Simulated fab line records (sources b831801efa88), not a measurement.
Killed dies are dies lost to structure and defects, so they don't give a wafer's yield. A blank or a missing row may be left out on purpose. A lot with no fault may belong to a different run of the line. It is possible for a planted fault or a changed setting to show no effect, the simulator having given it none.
Tool commonality check	flow sky130	Sample size 14 lots and 42 wafers

== WHY IT WAS OPENED ==
SKY_LDD_LDN_TW_MEAS_13, reading LDD_LDN_TW: flagged on 2 of 14 lots. Fault-free wafers read 1475, with a standard deviation of 9.1.
Rule: a lot gets a flag if all its wafers with a number sit over 4 standard deviations from that mean, or if no wafer of it has a number. The other lots count as sound.

lot	measured	on	LDD_LDN_TW, wafer by wafer	flag
L578	day 21 04:46	film-metro-04	1487 1479 1481	
L580	day 23 19:37	film-metro-04	1482 1485 1473	
L582	day 24 20:04	film-metro-01	1466 1457 1462	
L585	day 26 03:43	film-metro-04	1491 1495 1482	
L588	day 27 05:12	film-metro-04	30 30 30	FLAGGED
L589	day 27 12:21	film-metro-03	30 30 30	FLAGGED
L593	day 29 17:07	film-metro-04	1477 1481 1483	
L590	day 29 17:41	film-metro-03	1477 1477 1466	
L592	day 29 17:59	film-metro-01	1461 1464 1464	
L595	day 29 18:39	film-metro-04	1482 1490 1483	
L596	day 29 21:22	film-metro-03	1464 1472 1464	
L598	day 30 18:04	film-metro-03	1474 1479 1478	
L599	day 31 13:06	film-metro-03	1481 1477 1476	
L600	day 31 15:00	film-metro-04	1479 1490 1485	
The numbers of the flagged lots are 30 on average: -1445 against the usual, or -99 or more standard deviations.

== EACH LOT AND THE TOOL IT RAN ON ==
3 process steps preceding the reading are held in the record, out of 708 steps in the route. Cell contents, in order: the tool; ch with the chambers the sampled wafers went through; the start.
lot	flag	SKY_POLY_GATE_ETCH_16	SKY_LDD_HVP_STRIP_09	SKY_LDD_LDN_STRIP_12
L578		rie-diel-02 ch 0,2, day 14 21:37	plasma-asher-01 ch 0,1, day 19 21:35	plasma-asher-02 ch 0,1, day 21 04:40
L580		rie-diel-04 ch 0,2, day 17 00:40	plasma-asher-01 ch 0,1, day 22 11:52	plasma-asher-03 ch 1, day 23 19:31
L582		rie-diel-02 ch 0,1,3, day 18 03:55	plasma-asher-03 ch 0,1, day 23 12:46	plasma-asher-03 ch 0,1, day 24 19:57
L585		rie-diel-04 ch 0,1,3, day 19 14:04	plasma-asher-01 ch 0,1, day 24 21:53	plasma-asher-02 ch 0,1, day 26 03:37
L588	FLAGGED	rie-diel-04 ch 0,1,2, day 20 17:25	plasma-asher-04 ch 0, day 25 22:55	plasma-asher-04 ch 0,1, day 27 05:06
L589	FLAGGED	rie-diel-04 ch 0,1,3, day 20 23:55	plasma-asher-04 ch 0,1, day 26 06:34	plasma-asher-02 ch 0,1, day 27 12:15
L593		rie-diel-01 ch 0,1,3, day 23 09:14	plasma-asher-04 ch 0,1, day 28 10:53	plasma-asher-04 ch 0,1, day 29 17:01
L590		rie-diel-04 ch 0,1,2, day 23 09:17	plasma-asher-01 ch 0,1, day 28 11:26	plasma-asher-02 ch 1, day 29 17:35
L592		rie-diel-02 ch 0,1, day 23 09:35	plasma-asher-03 ch 0,1, day 28 13:01	plasma-asher-03 ch 0,1, day 29 17:53
L595		rie-diel-01 ch 1,3, day 23 09:59	plasma-asher-03 ch 0,1, day 28 13:47	plasma-asher-04 ch 0,1, day 29 18:32
L596		rie-diel-02 ch 0,2, day 23 11:26	plasma-asher-04 ch 0,1, day 28 15:19	plasma-asher-02 ch 0,1, day 29 21:16
L598		rie-diel-04 ch 1,2,3, day 24 12:55	plasma-asher-03 ch 0,1, day 29 13:13	plasma-asher-04 ch 0,1, day 30 17:58
L599		rie-diel-04 ch 0,1,3, day 25 08:47	plasma-asher-04 ch 0,1, day 30 08:49	plasma-asher-03 ch 0,1, day 31 12:59
L600		rie-diel-02 ch 1,2,3, day 25 08:41	plasma-asher-04 ch 0,1, day 30 10:17	plasma-asher-03 ch 0,1, day 31 14:54
What these steps do:
- SKY_POLY_GATE_ETCH_16: etches Si3N4 in CH3F/O2, stops on poly-Si, time 147.5 s, target depth 75 nm.
- SKY_LDD_HVP_STRIP_09: strips in O2/N2.
- SKY_LDD_LDN_STRIP_12: strips in O2/N2.
- SKY_LDD_LDN_TW_MEAS_13

== FLAGGED AGAINST TOTAL, ONE TOOL AT A TIME (gauges that did the reading follow at the end) ==
step	tool	lots run	flagged	share of the flagged lots	sound lots run after its first flagged lot
SKY_POLY_GATE_ETCH_16	rie-diel-01	2	0	none	-
SKY_POLY_GATE_ETCH_16	rie-diel-02	5	0	none	-
SKY_POLY_GATE_ETCH_16	rie-diel-04	7	2	all	3 (L590,L598,L599)
SKY_LDD_HVP_STRIP_09	plasma-asher-01	4	0	none	-
SKY_LDD_HVP_STRIP_09	plasma-asher-03	4	0	none	-
SKY_LDD_HVP_STRIP_09	plasma-asher-04	6	2	all	4 (L593,L596,L599,L600)
SKY_LDD_LDN_STRIP_12	plasma-asher-02	5	1	some	2 (L590,L596)
SKY_LDD_LDN_STRIP_12	plasma-asher-03	5	0	none	-
SKY_LDD_LDN_STRIP_12	plasma-asher-04	4	1	some	3 (L593,L595,L598)
SKY_LDD_LDN_TW_MEAS_13	film-metro-01	2	0	none	-
SKY_LDD_LDN_TW_MEAS_13	film-metro-03	5	1	some	4 (L590,L596,L598,L599)
SKY_LDD_LDN_TW_MEAS_13	film-metro-04	7	1	some	3 (L593,L595,L600)

== WHAT THE TABLE PERMITS ==
Table rows that saw every flagged lot: 2, namely rie-diel-04 at SKY_POLY_GATE_ETCH_16 and plasma-asher-04 at SKY_LDD_HVP_STRIP_09.
- rie-diel-04 at SKY_POLY_GATE_ETCH_16 ran 7 lots, 2 of them flagged. After the first flagged lot (L590, L598, L599), sound lots still ran on it; a lasting fault on the whole tool would not permit that.
- plasma-asher-04 at SKY_LDD_HVP_STRIP_09 ran 6 lots, 2 of them flagged. After the first flagged lot (L593, L596, L599, L600), sound lots still ran on it; a lasting fault on the whole tool would not permit that. On the flagged lots its readings are blank where sound lots have values: chamber-pressure-mTorr, drypump-motor-current-A, oes-product-au, strip-time-to-endpoint-s.
None of the table's rows ran every flagged lot and, after the first, no sound lot.

== WHAT THE SIMULATOR HAD PUT IN ==
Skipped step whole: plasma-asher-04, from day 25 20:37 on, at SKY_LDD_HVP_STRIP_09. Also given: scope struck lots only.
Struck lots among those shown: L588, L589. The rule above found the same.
